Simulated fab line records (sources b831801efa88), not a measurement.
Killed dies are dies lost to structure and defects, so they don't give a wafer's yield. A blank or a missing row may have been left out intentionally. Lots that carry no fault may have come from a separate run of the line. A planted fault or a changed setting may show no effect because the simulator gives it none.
A struck lot beside a sound one -- flow sfq_line -- 37 steps out of a route of 325
Sound: wafers L926.3, L926.4, L926.5. Struck: wafers L934.1, L934.5. (L934.6 of the same lot was not struck and is left out.) The cause comes at the end.
Order at every step that has rows: each side's tool, ch and its chambers, its first start. Under that, the readings that differ: sound wafers -- struck wafers -- difference of the means -- sigmas: that difference in standard deviations of wafers without a fault.
alike: readings with means less than 2 such deviations apart, plus words and numbers identical on both sides. not compared: withheld readings, readings lacking a value on some wafer, bounds such as >300 that could conceal the same value, and numbers that have no deviation in the record and whose values overlap.
The two part at a step that has a row with sigmas, a row that says differs or no value, or rows on one side only. Numbers that have no deviation but don't overlap get no sigmas and don't part them. A reading that every wafer of one side lacks parts them only if that side has two wafers or more.

SFQ_R5_THK_MEAS_934: measures by xrf.
  sound: film_metro-01 at day 48 02:38; struck: film_metro-03 at day 51 22:09
  alike: R5_MONX_THK
then, 6 steps without rows for these wafers: SFQ_TRILAYER_R5_LITHO_COAT_141 (resist thk 62 nm); SFQ_TRILAYER_R5_LITHO_COAT_136 (resist thk 600 nm); SFQ_TRILAYER_R5_LITHO_SOFTBAKE_140; SFQ_TRILAYER_R5_LITHO_EXPOSE_137 (exposes mask R5, target cd 500 nm); SFQ_TRILAYER_R5_LITHO_PEB_139 (peb time 60 s); SFQ_TRILAYER_R5_LITHO_DEVELOP_138 (time 60 s).
-- the record jumps here: 2 days lie between the struck wafers' starts before and after --
SFQ_R5_OVL_MEAS_935:
  sound: overlay-02 at day 50 03:35; struck: overlay-02 at day 54 04:18
  alike: R5_OVL
SFQ_TRILAYER_R5_BARC_OPEN_METAL_ETCH_177: etches BARC in O2, target depth 125 nm, time 41.7 s.
  sound on rie_metal-04 ch 0,1, day 50 03:37; struck on rie_metal-04 ch 1, day 54 04:20
  alike: chamber_pressure_mTorr, drypump_motor_current_A, oes_product_au
  not compared: rf_hours_counter_h
SFQ_TRILAYER_R5_ETCH_METAL_ETCH_139: etches the open film in Cl2, stops on SiO2, target depth 60 nm, time 40 s.
  sound on rie_metal-04 ch 0,1, day 50 03:41; struck on rie_metal-04 ch 1, day 54 04:23
reading,sound,struck,difference,sigmas
chamber_pressure_mTorr (mTorr),9.977 9.974 9.991,10.015 9.999,+0.026,+3
  alike: drypump_motor_current_A, oes_product_au
  not compared: rf_hours_counter_h
SFQ_TRILAYER_R5_STRIP_STRIP_140: strips in O2.
  sound on rie_metal-04 ch 0,1, day 50 03:55; struck on rie_metal-04 ch 1, day 54 04:27
  alike: chamber_pressure_mTorr, drypump_motor_current_A, oes_product_au
  not compared: rf_hours_counter_h
then, 1 step without rows for these wafers: SFQ_TRILAYER_R5_STRIP_SOLV_CLEAN_141 (cleans in NMP, time 600 s).
SFQ_TRILAYER_A5C_DEP_PECVD_142: deposits SiO2 from SiH4/N2O, time 15.556 s, target thk 70 nm.
  sound on pecvd-01 ch 1,2, day 50 04:29; struck on pecvd-04 ch 0, day 54 05:14
reading,sound,struck,difference,sigmas
model.SiO2_of_TRILAYER_A5C_DEP_PECVD_142.thk_nm (nm),70.3 71.23 72.39,132.4 134.6,+62.2,
  alike: heater_power_w, throttle_valve_pct
  not compared: since_wet_clean_h
then, 6 steps without rows for these wafers: SFQ_TRILAYER_I5_LITHO_COAT_149 (resist thk 62 nm); SFQ_TRILAYER_I5_LITHO_COAT_144 (resist thk 650 nm); SFQ_TRILAYER_I5_LITHO_SOFTBAKE_148; SFQ_TRILAYER_I5_LITHO_EXPOSE_145 (exposes mask I5, target cd 700 nm); SFQ_TRILAYER_I5_LITHO_PEB_147 (peb time 60 s); SFQ_TRILAYER_I5_LITHO_DEVELOP_146 (time 60 s).
SFQ_I5_OVL_MEAS_936:
  sound: overlay-01 at day 52 14:49; struck: overlay-01 at day 55 23:37
reading,sound,struck,difference,sigmas
I5_OVL (nm),5 6 7,-8 -11,-16,-3
SFQ_TRILAYER_I5_BARC_OPEN_VIA_ETCH_200: etches BARC in O2, target depth 125 nm, time 41.7 s.
  sound on rie_diel-02 ch 0,1, day 52 14:50; struck on rie_diel-03 ch 0,3, day 55 23:40
  alike: chamber_pressure_mTorr, drypump_motor_current_A, oes_product_au
  not compared: rf_hours_counter_h
then, 1 step without rows for these wafers: SFQ_TRILAYER_I5_ETCH_VIA_ETCH_147 (etches the open film in CHF3, stops on Nb, target depth 360 nm).
SFQ_TRILAYER_I5_STRIP_STRIP_148: strips in O2.
  sound on rie_metal-03 ch 0,1, day 52 15:13; struck on rie_metal-04 ch 0, day 55 23:51
  alike: chamber_pressure_mTorr, drypump_motor_current_A, oes_product_au
  not compared: rf_hours_counter_h
then, 7 steps without rows for these wafers: SFQ_TRILAYER_I5_STRIP_SOLV_CLEAN_149 (cleans in NMP, time 600 s); SFQ_TRILAYER_C5_LITHO_COAT_156 (resist thk 62 nm); SFQ_TRILAYER_C5_LITHO_COAT_151 (resist thk 650 nm); SFQ_TRILAYER_C5_LITHO_SOFTBAKE_155; SFQ_TRILAYER_C5_LITHO_EXPOSE_152 (exposes mask C5, target cd 500 nm); SFQ_TRILAYER_C5_LITHO_PEB_154 (peb time 60 s); SFQ_TRILAYER_C5_LITHO_DEVELOP_153 (time 60 s).
-- the record jumps here: 3 days lie between the struck wafers' starts before and after --
SFQ_C5_OVL_MEAS_937:
  sound: overlay-01 at day 55 00:38; struck: overlay-02 at day 58 18:34
  alike: C5_OVL
then, 1 step without rows for these wafers: SFQ_TRILAYER_C5_BARC_OPEN_VIA_ETCH_210 (etches BARC in O2, target depth 125 nm, time 41.7 s).
SFQ_TRILAYER_C5_ETCH_VIA_ETCH_154: etches SiO2 in CHF3, stops on Nb, target depth 84 nm.
  sound on rie_diel-01 ch 2,3, day 55 00:41; struck on rie_diel-01 ch 0,2, day 58 18:38
reading,sound,struck,difference,sigmas
oes_product_au (a.u.),0.897 0.902 0.905,1.017 0.996,+0.105,+11
model.C5.feature_depth_nm (nm),70.3 71.23 72.39,85.29 83.23,+12.95,
model.etch.depth_nm (nm),70.3 71.23 72.39,85.29 83.23,+12.95,
  alike: chamber_pressure_mTorr, drypump_motor_current_A
then, 2 steps without rows for these wafers: SFQ_TRILAYER_C5_STRIP_STRIP_155 (strips in O2); SFQ_TRILAYER_C5_STRIP_SOLV_CLEAN_156 (cleans in NMP, time 600 s).
SFQ_TRILAYER_M6_DEP_PRE_CLEAN_158: time 22.5 s.
  sound: pvd_sputter-03 at day 55 01:31; struck: pvd_sputter-06 at day 58 19:29
reading,sound,struck,difference,sigmas
model.SiO2_of_TRILAYER_A5C_DEP_PECVD_142.thk_nm (nm),62.81 63.73 64.89,124.9 127.1,+62.2,
then, 1 step without rows for these wafers: SFQ_TRILAYER_M6_DEP_SPUTTER_157 (material Nb, target thk 200 nm, time 133.3 s).

== WHERE THEY PART ==
First at SFQ_TRILAYER_R5_ETCH_METAL_ETCH_139; last, within this record, at SFQ_TRILAYER_C5_ETCH_VIA_ETCH_154.

WHY: what had been put in by the simulator
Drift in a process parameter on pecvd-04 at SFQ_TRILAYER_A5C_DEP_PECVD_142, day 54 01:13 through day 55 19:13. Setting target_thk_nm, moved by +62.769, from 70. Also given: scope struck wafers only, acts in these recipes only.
